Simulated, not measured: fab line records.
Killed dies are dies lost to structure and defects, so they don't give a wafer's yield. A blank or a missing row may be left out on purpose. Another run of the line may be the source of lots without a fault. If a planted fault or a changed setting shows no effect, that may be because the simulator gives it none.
fab line records | flow sky130
record: lots: 6 wafers: 18 lastDay: 50
route steps=708 shown PWDE@52 NWELL@56 PAD_OPEN@708
lots that met no fault: taken from a fault-free run of the same line
startH: start of the lot's first displayed wafer, in hours after the record's first day | waitH: hours since the lot's step before | " same as the row above | L1.1+2: a row that stands for several wafers | - no value, or no start was given | * or withheld: withheld | < > ~ a bound
route shown NAME@n: names a module that has steps shown in the file, with the first one's number in the route | usual: average and standard deviation across the fault-free wafers | same: alike in all rows | chamber/n: place in a boat | sites: readings site by site | _std_site: the values' standard deviation | _edge_site: mean of outer sites minus mean of inner sites | radiusMm: how far each site lies from the wafer's centre | mask NAME#n: copy n | behind: tool/chamber where the wafer was last shaped | hold: what put the lot on hold/how long, in hours/how the hold closed | device: which transistor (n, p or np) failed to switch | end of line: the tests these same wafers got at the end of their route | step lacking rows: just its recipe | killed: at the first sort, the dies lost to defects and structure; wafer yield is something else | map: a wafer's dies, x killed, . not, _ none there
set.NAME: setting as actually run; set.NAME@STEP: the setting as run at that earlier step | model.NAME: the simulator's own value behind a step, which no gauge read
lots seen at some steps along the route; tables by step, rows by wafer
services: a tool's chamber out of use, with start hour (startH, from the record's first day; less than 0 if before it), hours out, and reason
== steps ==
step: SKY_PWDE_OVL_MEAS_07
usual: PWDE_OVL: 1.1/1.3
columns lot.wafer tool chamber startH waitH PWDE_OVL[nm]
L410.1 overlay-01 - 73.43 - 0.3
L410.2 " - " " 0.5
L410.5 " - " " -0.1
L415.1 overlay-01 - 104.22 - 0.3
L415.3 " - " " -0.5
L415.4 " - " " 0.4
L422.1 overlay-02 - 141.56 - 2.2
L422.4 " - " " 0.8
L422.5 " - " " 1.0
L424.1 overlay-02 - 151.70 - 5.3
L424.2 " - " " 3.9
L424.4 " - " " 3.5
L429.1 overlay-02 - 180.33 - -0.4
L429.3 " - " " 0.9
L429.4 " - " " 0.0
L430.1 overlay-02 - 185.83 - 2.2
L430.3 " - " " 1.9
L430.4 " - " " 0.8
step: SKY_PWDE_IMPLANT_08
recipe: species: B energyKev: 150 doseCm2: 3.6e+12 tiltDeg: withheld
step: SKY_PWDE_STRIP_09
recipe: chemistry: O2/N2 powerW: 1400 pressureMtorr: 1500 platenTempC: withheld o2FlowSccm: 3000 n2FlowSccm: 300 overashFraction: 0.5
usual: drypumpMotorCurrentA: 5.33/0.28 oesProductAu: 0.723/0.0045 stripTimeToEndpointS: 36.98/0.1
columns lot.wafer tool chamber startH waitH drypumpMotorCurrentA oesProductAu rfHoursCounterH stripTimeToEndpointS
L410.1 plasmaAsher-04 1 73.62 0.1 5.36 0.725 40 37.07
L410.2 " 0 " " 5.12 0.723 40 36.98
L410.5 " 1 " " 5.35 0.721 - 36.98
L415.1 plasmaAsher-04 0 104.40 0.1 5.09 0.719 43 36.89
L415.3 " 1 " " 5.36 0.716 - 36.89
L415.4 " 0 " " 5.12 0.723 - 36.87
L422.1 plasmaAsher-03 1 141.75 0.1 5.72 0.725 2 36.88
L422.4 " 1 " " 5.71 0.720 - 36.88
L422.5 " 0 " " 5.60 0.728 - 36.92
L424.1 plasmaAsher-01 0 151.89 0.1 5.45 0.727 34 36.88
L424.2 " 1 " " 4.87 0.726 34 36.77
L424.4 " 0 " " 5.45 0.727 - 36.88
L429.1 plasmaAsher-01 0 180.52 0.1 5.44 0.716 37 37.06
L429.3 " 1 " " 4.87 0.713 - 37.00
L429.4 " 0 " " 5.44 0.722 - 36.94
L430.1 plasmaAsher-03 0 186.02 0.1 5.58 0.720 7 37.01
L430.3 " 1 " " 5.71 0.717 - 37.07
L430.4 " 0 " " 5.59 0.731 - 37.04
step: SKY_PWDE_TW_MEAS_10
usual: PWDE_TW: 376.3/1.7
columns lot.wafer tool chamber startH waitH PWDE_TW
L410.1 filmMetro-02 - 73.74 0.1 376.2
L410.2 " - " " 375.4
L410.5 " - " " 374.7
L415.1 filmMetro-02 - 104.50 0.1 375.6
L415.3 " - " " 377.7
L415.4 " - " " 378.3
L422.1 filmMetro-01 - 141.85 0.1 372.0
L422.4 " - " " 374.6
L422.5 " - " " 376.8
L424.1 filmMetro-01 - 151.99 0.1 376.0
L424.2 " - " " 376.9
L424.4 " - " " 376.8
L429.1 filmMetro-04 - 180.62 0.1 376.7
L429.3 " - " " 375.6
L429.4 " - " " 375.7
L430.1 filmMetro-02 - 186.12 0.1 377.9
L430.3 " - " " 378.1
L430.4 " - " " 375.3
step: SKY_NWELL_DEHYDRATE_03
recipe: tempC: 200 timeS: 60
step: SKY_NWELL_HMDS_04
recipe: primeTimeS: 60 primeTempC: 120
step: SKY_NWELL_COAT_05
recipe: spinRpm: 2000 resistThkNm: 3000
step: SKY_NWELL_SOFTBAKE_06
recipe: tempC: 110 timeS: withheld
step: SKY_NWELL_EXPOSE_07
recipe: maskId: NWM na: 0.6 sourceShape: conventional sigmaOuter: 0.6 polarization: unpolarized targetCdNm: 840 doseMj: 255
step: SKY_NWELL_PEB_08
recipe: tempC: 115 timeS: withheld
step: SKY_NWELL_DEVELOP_09
recipe: wallAngleDeg: 90 developer: TMAH developTimeS: 60 devTempC: 23
step: SKY_NWELL_OVL_MEAS_10
usual: NWELL_00_OVL: 0.4/1.4
columns lot.wafer tool chamber startH waitH NWELL_00_OVL[nm]
L410.1 overlay-01 - 90.65 - -1.6
L410.2 " - " " -1.8
L410.5 " - " " 2.1
L415.1 overlay-01 - 122.87 - -1.7
L415.3 " - " " -1.0
L415.4 " - " " -0.9
L422.1 overlay-01 - 161.50 - 0.7
L422.4 " - " " 1.0
L422.5 " - " " 0.8
L424.1 overlay-02 - 172.07 - -0.8
L424.2 " - " " -1.5
L424.4 " - " " -2.3
L429.1 overlay-02 - 201.83 - 1.5
L429.3 " - " " 0.8
L429.4 " - " " 2.5
L430.1 overlay-02 - 207.30 - -2.5
L430.3 " - " " -2.8
L430.4 " - " " -1.7
step: SKY_NWELL_IMPLANT_11
recipe: species: P energyKev: 400 doseCm2: 1.9e+13 tiltDeg: withheld
usual: beamOnS: 10.03/0.22 doseIonsCm2: 1.8998e+13/2.2e+10 endStationPressureTorr: 5.11e-06/2.6e-07 faradayCurrentUA: 106.8/2.3
columns lot.wafer tool chamber startH waitH beamOnS doseIonsCm2 endStationPressureTorr faradayCurrentUA
L410.1 implanter-02 0 90.69 0.0 10.15 1.9002e+13 5.15e-06 105.7
L410.2 " 0 " " 9.76 1.9002e+13 5.38e-06 109.2
L410.5 " 0 " " 10.11 1.8972e+13 5e-06 105.9
L415.1 implanter-03 0 122.90 0.0 10.11 1.9025e+13 5.04e-06 105.7
L415.3 " 0 " " 10.35 1.8976e+13 5.25e-06 103.4
L415.4 " 0 " " 9.84 1.8992e+13 5.32e-06 108.6
L422.1 implanter-02 0 161.54 0.0 8.14 1.8993e+13 5.02e-06 131.3
L422.4 " 0 " " 7.81 1.898e+13 4.85e-06 136.8
L422.5 " 0 " " 8.06 1.8966e+13 5.17e-06 132.7
L424.1 implanter-02 0 172.10 0.0 8.41 1.9037e+13 5.31e-06 127.5
L424.2 " 0 " " 8.08 1.901e+13 5.05e-06 132.9
L424.4 " 0 " " 8.17 1.902e+13 5.06e-06 131.1
L429.1 implanter-03 0 201.87 0.0 10.22 1.9022e+13 5.35e-06 105.1
L429.3 " 0 " " 9.75 1.9005e+13 4.8e-06 109.3
L429.4 " 0 " " 9.78 1.898e+13 4.93e-06 109.8
L430.1 implanter-04 0 207.34 0.0 10.29 1.8968e+13 5.26e-06 103.9
L430.3 " 0 " " 10.23 1.8978e+13 5.24e-06 105.1
L430.4 " 0 " " 10.28 1.9011e+13 5.35e-06 104.5
step: SKY_NWELL_IMPLANT_12
recipe: species: P energyKev: 120 doseCm2: 1.3e+12 tiltDeg: withheld
step: SKY_NWELL_IMPLANT_13
recipe: species: P energyKev: 50 doseCm2: 7e+11 tiltDeg: withheld
step: SKY_NWELL_STRIP_14
recipe: chemistry: O2/N2 powerW: 1400 pressureMtorr: 1500 platenTempC: withheld o2FlowSccm: 3000 n2FlowSccm: 300 overashFraction: 0.5
usual: drypumpMotorCurrentA: 5.54/0.3 oesProductAu: 0.722/0.005 stripTimeToEndpointS: 36.97/0.1
columns lot.wafer tool chamber startH waitH drypumpMotorCurrentA oesProductAu rfHoursCounterH stripTimeToEndpointS
L410.1 plasmaAsher-03 0 91.14 0.1 5.58 0.719 41 37.08
L410.2 " 1 " " 5.69 0.727 41 36.92
L410.5 " 0 " " 5.58 0.729 - 37.09
L415.1 plasmaAsher-02 0 123.35 0.1 6.04 0.719 43 37.06
L415.3 " 0 " " 6.02 0.717 - 37.07
L415.4 " 1 " " 5.36 0.718 - 36.97
L422.1 plasmaAsher-04 1 161.99 0.1 5.35 0.725 49 36.90
L422.4 " 1 " " 5.36 0.728 - 36.99
L422.5 " 1 " " 5.36 0.725 - 36.88
L424.1 plasmaAsher-03 1 172.55 0.1 5.72 0.727 5 37.01
L424.2 " 0 " " 5.61 0.721 5 37.12
L424.4 " 1 " " 5.72 0.722 - 37.10
L429.1 plasmaAsher-02 0 202.32 0.1 6.04 0.707 50 36.92
L429.3 " 0 " " 6.03 0.727 - 36.94
L429.4 " 1 " " 5.36 0.717 - 36.93
L430.1 plasmaAsher-04 0 207.79 0.1 5.11 0.729 52 36.92
L430.3 " 0 " " 5.11 0.718 - 36.81
L430.4 " 1 " " 5.39 0.721 - 36.91
step: SKY_NWELL_TW_MEAS_15
usual: NWELL_TW: 1829/8
columns lot.wafer tool chamber startH waitH NWELL_TW
L410.1 filmMetro-02 - 91.24 0.1 1824
L410.2 " - " " 1824
L410.5 " - " " 1836
L415.1 filmMetro-04 - 123.45 0.1 1828
L415.3 " - " " 1827
L415.4 " - " " 1833
L422.1 filmMetro-04 - 162.09 0.1 1722
L422.4 " - " " 1716
L422.5 " - " " 1724
L424.1 filmMetro-01 - 172.65 0.1 1714
L424.2 " - " " 1711
L424.4 " - " " 1707
L429.1 filmMetro-02 - 202.42 0.1 1844
L429.3 " - " " 1831
L429.4 " - " " 1836
L430.1 filmMetro-04 - 207.89 0.1 1827
L430.3 " - " " 1823
L430.4 " - " " 1824
step: SKY_NWELL_DEHYDRATE_16
recipe: tempC: 200 timeS: 60
step: SKY_NWELL_HMDS_17
recipe: primeTimeS: 60 primeTempC: 120
step: SKY_NWELL_COAT_18
recipe: spinRpm: 2000 resistThkNm: 3000
step: SKY_NWELL_SOFTBAKE_19
recipe: tempC: 110 timeS: withheld
step: SKY_NWELL_EXPOSE_20
recipe: maskId: NWM_COMPLEMENT na: 0.6 sourceShape: conventional sigmaOuter: 0.6 polarization: unpolarized targetCdNm: 840 doseMj: 260
step: SKY_NWELL_PEB_21
recipe: tempC: 115 timeS: withheld
step: SKY_NWELL_DEVELOP_22
recipe: wallAngleDeg: 90 developer: TMAH developTimeS: 60 devTempC: 23
step: SKY_NWELL_OVL_MEAS_23
usual: NWELL_01_OVL: 0.6/1.4
columns lot.wafer tool chamber startH waitH NWELL_01_OVL[nm]
L410.1 overlay-02 - 110.10 - -1.4
L410.2 " - " " 0.1
L410.5 " - " " -1.6
L415.1 overlay-01 - 141.91 - -0.1
L415.3 " - " " -0.6
L415.4 " - " " 0.1
L422.1 overlay-02 - 182.65 - 1.0
L422.4 " - " " -0.7
L422.5 " - " " -1.3
L424.1 overlay-01 - 193.21 - 2.4
L424.2 " - " " 1.7
L424.4 " - " " 5.6
L429.1 overlay-02 - 223.80 - 1.4
L429.3 " - " " 0.7
L429.4 " - " " 0.8
L430.1 overlay-01 - 230.23 - 2.3
L430.3 " - " " 0.4
L430.4 " - " " 2.5
step: SKY_NWELL_IMPLANT_24
recipe: species: B energyKev: 140 doseCm2: 9.2e+12 tiltDeg: withheld
step: SKY_NWELL_STRIP_25
recipe: chemistry: O2/N2 powerW: 1400 pressureMtorr: 1500 platenTempC: withheld o2FlowSccm: 3000 n2FlowSccm: 300 overashFraction: 0.5
usual: drypumpMotorCurrentA: 5.50/0.28 oesProductAu: 0.722/0.0044 stripTimeToEndpointS: 36.97/0.092
columns lot.wafer tool chamber startH waitH drypumpMotorCurrentA oesProductAu rfHoursCounterH stripTimeToEndpointS
L410.1 plasmaAsher-02 0 110.29 0.1 6.02 0.733 41 37.14
L410.2 " 1 " " 5.31 0.727 41 37.03
L410.5 " 1 " " 5.31 0.718 - 37.08
L415.1 plasmaAsher-04 0 142.10 0.1 5.09 0.718 47 37.04
L415.3 " 0 " " 5.12 0.725 - 37.01
L415.4 " 1 " " 5.36 0.720 - 37.04
L422.1 plasmaAsher-02 0 182.84 0.1 6.05 0.725 48 36.94
L422.4 " 0 " " 6.05 0.729 - 37.03
L422.5 " 1 " " 5.31 0.719 - 37.03
L424.1 plasmaAsher-03 1 193.40 0.1 5.70 0.721 8 36.87
L424.2 " 0 " " 5.61 0.713 8 36.84
L424.4 " 1 " " 5.69 0.721 - 36.95
L429.1 plasmaAsher-02 0 223.99 0.1 6.03 0.722 52 37.02
L429.3 " 0 " " 6.04 0.730 - 36.91
L429.4 " 1 " " 5.32 0.725 - 36.98
L430.1 plasmaAsher-04 1 230.42 0.1 5.35 0.723 55 36.89
L430.3 " 0 " " 5.09 0.724 - 36.88
L430.4 " 1 " " 5.36 0.715 - 36.99
step: SKY_NWELL_TW_MEAS_26
usual: NWELL_2_TW: 498.7/2.7
columns lot.wafer tool chamber startH waitH NWELL_2_TW
L410.1 filmMetro-04 - 110.39 0.1 502.2
L410.2 " - " " 501.3
L410.5 " - " " 501.1
L415.1 filmMetro-01 - 142.20 0.1 495.6
L415.3 " - " " 495.9
L415.4 " - " " 496.1
L422.1 filmMetro-01 - 182.94 0.1 497.0
L422.4 " - " " 498.5
L422.5 " - " " 497.6
L424.1 filmMetro-02 - 193.50 0.1 502.7
L424.2 " - " " 501.0
L424.4 " - " " 500.9
L429.1 filmMetro-01 - 224.09 0.1 499.3
L429.3 " - " " 499.9
L429.4 " - " " 502.7
L430.1 filmMetro-02 - 230.52 0.1 494.9
L430.3 " - " " 496.4
L430.4 " - " " 496.9
step: SKY_NWELL_CLEAN_27
recipe: chemistry: SC1/SC2 mix: 1:4:20 tempC: 70 timeS: 150 dry: n2Spin
step: SKY_NWELL_RTA_28
recipe: tempC: 1050 timeS: 30 idleTempC: 650 rampUpCPerS: 150 rampDownCPerS: 90 ambient: N2
usual: lampPowerPct: 25.31/0.053 wafer_temp_C_max: 1054.8/0.89
same: timeS: 30
columns lot.wafer tool chamber startH waitH lampPowerPct wafer_temp_C_max
L410.1 rtpAnneal-01 0 110.50 0.0 25.28 1054.5
L410.2 " 0 " " 25.29 1055.0
L410.5 " 0 " " 25.19 1053.1
L415.1 rtpAnneal-01 0 142.31 0.0 25.29 1053.9
L415.3 " 0 " " 25.29 1055.4
L415.4 " 0 " " 25.33 1053.8
L422.1 rtpAnneal-02 0 183.05 0.0 25.32 1054.4
L422.4 " 0 " " 25.28 1054.5
L422.5 " 0 " " 25.31 1054.8
L424.1 rtpAnneal-01 0 193.61 0.0 25.34 1054.2
L424.2 " 0 " " 25.30 1054.6
L424.4 " 0 " " 25.40 1054.0
L429.1 rtpAnneal-02 0 224.20 0.0 25.32 1054.4
L429.3 " 0 " " 25.31 1055.9
L429.4 " 0 " " 25.42 1054.9
L430.1 rtpAnneal-02 0 230.63 0.0 25.26 1055.2
L430.3 " 0 " " 25.29 1055.3
L430.4 " 0 " " 25.31 1055.4
step: SKY_NWELL_RS_MEAS_29
recipe: thkMeasGauge: four-point-probe
usual: NWELL_RS: 625.2/1.5
columns lot.wafer tool chamber startH waitH NWELL_RS[ohm/sq]
L410.1 filmMetro-02 - 110.60 0.1 624.3
L410.2 " - " " 622.9
L410.5 " - " " 624.6
L415.1 filmMetro-02 - 142.41 0.1 624.4
L415.3 " - " " 626.3
L415.4 " - " " 626.3
L422.1 filmMetro-04 - 183.15 0.1 702.0
L422.4 " - " " 701.6
L422.5 " - " " 701.1
L424.1 filmMetro-01 - 193.71 0.1 697.5
L424.2 " - " " 696.2
L424.4 " - " " 698.4
L429.1 filmMetro-04 - 224.30 0.1 625.5
L429.3 " - " " 623.7
L429.4 " - " " 625.2
L430.1 filmMetro-04 - 230.83 0.2 625.8
L430.3 " - " " 625.4
L430.4 " - " " 626.2
step: SKY_PAD_OPEN_PROBE_99
usual: killed_at_M0_to_M3: 43/6.9 killed_at_M4_up: 3.1/1.8 killedAtContacts: 24/5.1 killedAtFrontEnd: 15/4.8 killedAtOther: 0.3/0.48 killedDies: 86/8.9 killedOpen: 47/6.8 killedShort: 39/6.3
same: grossDies: 492 killedAtBackSide: 0
columns lot.wafer tool chamber startH waitH killed_at_M0_to_M3 killed_at_M4_up killedAtContacts killedAtFrontEnd killedAtOther killedDies killedOpen killedShort model.etest.nfet_16v.rOnOhmUm model.etest.resNwell.lineOhmUm model.etest.resNwell.rsOhmSq model.etest.resNwell.widthNm model.etest.pfet_16v.driveUaUm model.etest.fieldP.vtV model.etest.pfetG5v0d10v5.offLog10AUm model.etest.pfet_01v8_lvt.offLog10AUm
L410.1 prober-01 - 1081.94 0.1 48 3 32 23 0 106 57 49 1.413e+04 1174 968.6 828.3 242.4 -42.73 -12.74 -8.88
L410.2 prober-01 - 1081.99 0.1 59 1 26 14 2 102 48 54 1.395e+04 1139 950.7 827.3 244.8 -41.6 -12.85 -8.788
L410.5 prober-01 - 1082.14 0.2 44 2 26 21 0 93 47 46 1.397e+04 1162 938.9 822 247.2 -41.38 -12.66 -8.779
L415.1 prober-02 - 1114.78 0.1 47 3 24 18 0 92 52 39 1.383e+04 1197 978.9 829.4 239.7 -43.5 -12.94 -9.216
L415.3 prober-02 - 1114.88 0.2 56 5 21 13 0 95 55 40 1.38e+04 1160 959.4 827.8 243.4 -42.07 -12.77 -9.261
L415.4 prober-02 - 1114.93 0.2 42 3 23 19 0 87 49 36 1.371e+04 1156 966.4 823.6 244.2 -42.23 -12.78 -9.237
L422.1 prober-01 - 1154.33 0.1 58 4 20 16 0 98 55 43 1.53e+04 1305 1055 819.1 255.7 -36.81 -11.98 -8.502
L422.4 prober-01 - 1154.48 0.2 43 6 24 15 1 89 50 39 1.524e+04 1287 1040 814.6 259.8 -36.15 -11.98 -8.427
L422.5 prober-01 - 1154.53 0.2 44 2 26 13 1 86 46 40 1.526e+04 1319 1072 821.1 254.8 -37.66 -11.7 -8.523
L424.1 prober-02 - 1159.57 0.1 29 3 23 14 0 69 33 36 1.503e+04 1318 1062 803.5 255.9 -36.71 -11.78 -8.376
L424.2 prober-02 - 1159.62 0.1 43 0 28 11 0 82 51 31 1.508e+04 1319 1059 807.9 255.3 -36.85 -11.55 -8.331
L424.4 prober-02 - 1159.72 0.2 40 4 25 19 0 88 36 52 1.496e+04 1339 1083 813 251.7 -37.66 -11.75 -8.459
L429.1 prober-02 - 1189.02 0.1 47 3 20 18 0 88 42 46 1.421e+04 1128 962.1 843.8 241.6 -42.75 -12.37 -8.804
L429.3 prober-02 - 1189.12 0.2 58 5 24 13 0 100 60 39 1.427e+04 1103 924.1 838.8 246.9 -40.59 -12.46 -8.866
L429.4 prober-02 - 1189.17 0.2 42 1 20 18 0 81 44 37 1.423e+04 1126 951.8 837.8 244.2 -42.07 -12.48 -8.721
L430.1 prober-01 - 1189.33 0.1 42 3 24 14 0 83 39 44 1.427e+04 1183 983.3 840.9 232.4 -44.19 -12.71 -8.99
L430.3 prober-01 - 1189.43 0.2 43 4 24 17 0 88 50 38 1.428e+04 1151 961.2 831.6 238.3 -42.35 -12.58 -9.04
L430.4 prober-01 - 1189.48 0.2 37 4 22 14 0 77 43 34 1.426e+04 1152 950.5 831.7 240.8 -41.71 -12.28 -9.094
killed by level:class
L410.1 CONTACT:geometricParticle:open=12 LI_CONTACT:geometricParticle:open=8 VIA1:geometricParticle:open=8 CONTACT:geometricParticle:short=6 VIA2:geometricParticle:open=6 POLY_GATE:geometricParticle:open=5 METAL1:geometricParticle:short=5 METAL2:geometricParticle:short=5
L410.2 METAL2:geometricParticle:short=14 LI_CONTACT:geometricParticle:open=9 CONTACT:geometricParticle:open=8 METAL1:geometricParticle:short=8 VIA1:geometricParticle:open=8 VIA3:geometricParticle:open=7 VIA1:geometricParticle:short=7 VIA2:geometricParticle:open=6
L410.5 CONTACT:geometricParticle:open=10 VIA1:geometricParticle:open=9 METAL1:geometricParticle:short=8 LI_CONTACT:geometricParticle:open=7 METAL2:geometricParticle:short=7 POLY_GATE:geometricParticle:short=6 VIA2:geometricParticle:open=6 FIELD_ISO:geometricParticle:open=5
L415.1 VIA1:geometricParticle:open=14 VIA2:geometricParticle:open=10 LI_CONTACT:geometricParticle:open=7 CONTACT:geometricParticle:open=7 LOCAL_INTERCONNECT:geometricParticle:short=7 FIELD_ISO:geometricParticle:short=6 VIA3:geometricParticle:open=6 VIA1:geometricParticle:short=6
L415.3 VIA1:geometricParticle:open=17 VIA2:geometricParticle:open=10 CONTACT:geometricParticle:open=8 POLY_GATE:geometricParticle:short=6 LI_CONTACT:geometricParticle:open=6 VIA1:geometricParticle:short=6 VIA3:geometricParticle:short=5 VIA2:geometricParticle:short=4
L415.4 VIA1:geometricParticle:open=10 CONTACT:geometricParticle:open=9 VIA2:geometricParticle:open=8 METAL2:geometricParticle:short=6 FIELD_ISO:geometricParticle:short=5 METAL1:geometricParticle:short=5 FIELD_ISO:geometricParticle:open=4 LOCAL_INTERCONNECT:geometricParticle:short=4
L422.1 VIA1:geometricParticle:open=16 LI_CONTACT:geometricParticle:open=11 VIA1:geometricParticle:short=7 FIELD_ISO:geometricParticle:short=6 METAL2:geometricParticle:short=6 VIA2:geometricParticle:open=6 VIA3:geometricParticle:open=6 CONTACT:geometricParticle:open=5
L422.4 VIA1:geometricParticle:open=14 CONTACT:geometricParticle:open=10 FIELD_ISO:geometricParticle:short=7 VIA2:geometricParticle:open=7 LI_CONTACT:geometricParticle:open=6 VIA3:geometricParticle:open=6 METAL4:geometricParticle:short=6 POLY_GATE:geometricParticle:short=5
L422.5 CONTACT:geometricParticle:open=11 VIA1:geometricParticle:short=7 VIA2:geometricParticle:open=6 LI_CONTACT:geometricParticle:open=6 VIA1:geometricParticle:open=6 METAL2:geometricParticle:short=6 VIA3:geometricParticle:open=5 POLY_GATE:geometricParticle:open=4
L424.1 CONTACT:geometricParticle:open=8 VIA1:geometricParticle:open=7 POLY_GATE:geometricParticle:short=5 CONTACT:geometricParticle:short=5 VIA1:geometricParticle:short=5 LI_CONTACT:geometricParticle:open=4 METAL1:geometricParticle:short=4 FIELD_ISO:geometricParticle:short=3
L424.2 VIA1:geometricParticle:open=17 CONTACT:geometricParticle:open=9 LOCAL_INTERCONNECT:geometricParticle:short=6 VIA3:geometricParticle:open=6 LI_CONTACT:geometricParticle:open=5 VIA2:geometricParticle:open=5 CONTACT:geometricParticle:short=4 METAL1:geometricParticle:short=4
L424.4 VIA1:geometricParticle:open=11 CONTACT:geometricParticle:open=9 CONTACT:geometricParticle:short=7 VIA3:geometricParticle:short=6 POLY_GATE:geometricParticle:short=5 VIA1:geometricParticle:short=5 FIELD_ISO:geometricParticle:short=4 POLY_GATE:geometricParticle:open=4
L429.1 VIA1:geometricParticle:open=8 CONTACT:geometricParticle:open=8 FIELD_ISO:geometricParticle:short=7 VIA2:geometricParticle:open=6 METAL1:geometricParticle:short=6 VIA3:geometricParticle:open=6 VIA1:geometricParticle:short=5 FIELD_ISO:geometricParticle:open=4
L429.3 VIA1:geometricParticle:open=15 CONTACT:geometricParticle:open=12 METAL1:geometricParticle:short=10 VIA3:geometricParticle:open=6 LI_CONTACT:geometricParticle:open=5 METAL2:geometricParticle:short=5 VIA2:geometricParticle:open=5 FIELD_ISO:geometricParticle:open=4
L429.4 VIA1:geometricParticle:open=11 LOCAL_INTERCONNECT:geometricParticle:short=7 VIA2:geometricParticle:open=7 VIA3:geometricParticle:open=5 LI_CONTACT:geometricParticle:open=5 FIELD_ISO:geometricParticle:short=4 POLY_GATE:geometricParticle:short=4 CONTACT:geometricParticle:open=4
L430.1 FIELD_ISO:geometricParticle:short=7 LI_CONTACT:geometricParticle:open=7 VIA3:geometricParticle:open=7 CONTACT:geometricParticle:open=7 VIA1:geometricParticle:open=6 VIA2:geometricParticle:short=6 METAL1:geometricParticle:short=5 FIELD_ISO:geometricParticle:open=4
L430.3 VIA1:geometricParticle:open=12 CONTACT:geometricParticle:open=9 METAL2:geometricParticle:short=7 VIA2:geometricParticle:open=6 FIELD_ISO:geometricParticle:open=5 VIA1:geometricParticle:short=5 LOCAL_INTERCONNECT:geometricParticle:short=4 CONTACT:geometricParticle:short=4
L430.4 CONTACT:geometricParticle:open=9 VIA1:geometricParticle:open=9 LI_CONTACT:geometricParticle:open=6 METAL1:geometricParticle:short=6 VIA1:geometricParticle:short=6 FIELD_ISO:geometricParticle:open=5 METAL2:geometricParticle:short=4 POLY_GATE:geometricParticle:open=3
== services ==
columns tool chamber startH hours kind
rtpAnneal-02 - 49.87 64.9 pm
plasmaAsher-02 - 53.65 0.9 repair
implanter-02 - 73.77 1.1 repair
plasmaAsher-03 - 84.76 2.8 pm
implanter-04 - 85.97 13.0 pm
plasmaAsher-03 - 89.94 1.0 repair
plasmaAsher-01 - 95.98 4.3 pm
plasmaAsher-03 - 108.75 9.0 pm
plasmaAsher-03 0 108.75 9.0 ventCycle
plasmaAsher-03 1 108.75 9.0 ventCycle
plasmaAsher-04 - 109.11 1.8 repair
plasmaAsher-03 0 117.75 - clean
plasmaAsher-03 1 117.75 - clean
plasmaAsher-02 - 131.99 4.3 repair
implanter-02 - 133.31 4.5 pm
plasmaAsher-04 - 178.44 7.0 repair
plasmaAsher-04 - 206.04 1.6 repair
== key ==
firstSign: step: SKY_NWELL_IMPLANT_11 reading: faradayCurrentUA direction: up sigmas: 11 usual: 106.8 struck: 132.0
effect: step: SKY_NWELL_IMPLANT_11 reading: beamOnS direction: down sigmas: 8.9 usual: 10.03 struck: 8.11
effect: step: SKY_NWELL_TW_MEAS_15 reading: NWELL_TW direction: down sigmas: 14 usual: 1829 struck: 1716
effect: step: SKY_NWELL_RS_MEAS_29 reading: NWELL_RS direction: up sigmas: 51 usual: 625.2 struck: 699.5
modelEffect: step: SKY_PAD_OPEN_PROBE_99 value: etest.nfet_16v.rOnOhmUm without: 1.426e+04 struck: 1.514e+04
metAt SKY_NWELL_IMPLANT_11
struckWafers L422.1,L422.4,L422.5,L424.1,L424.2,L424.4
testerLeftOut L422,L424
onsetBetween 90.69 161.54
fault: kind: processParameterDrift tool: implanter-02 chamber: - onsetH: 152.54 steps: SKY_NWELL_IMPLANT_11 channel: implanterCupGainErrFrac offset: 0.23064 shape: step endH: 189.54
testerLeftOut: of these lots the tester's yield and bins aren't shown, on N5 and GAA mostly nor the transistor test; their killed dies are dies lost to structure and defects alone, not to doping, threshold or leakage, so they don't give the yield
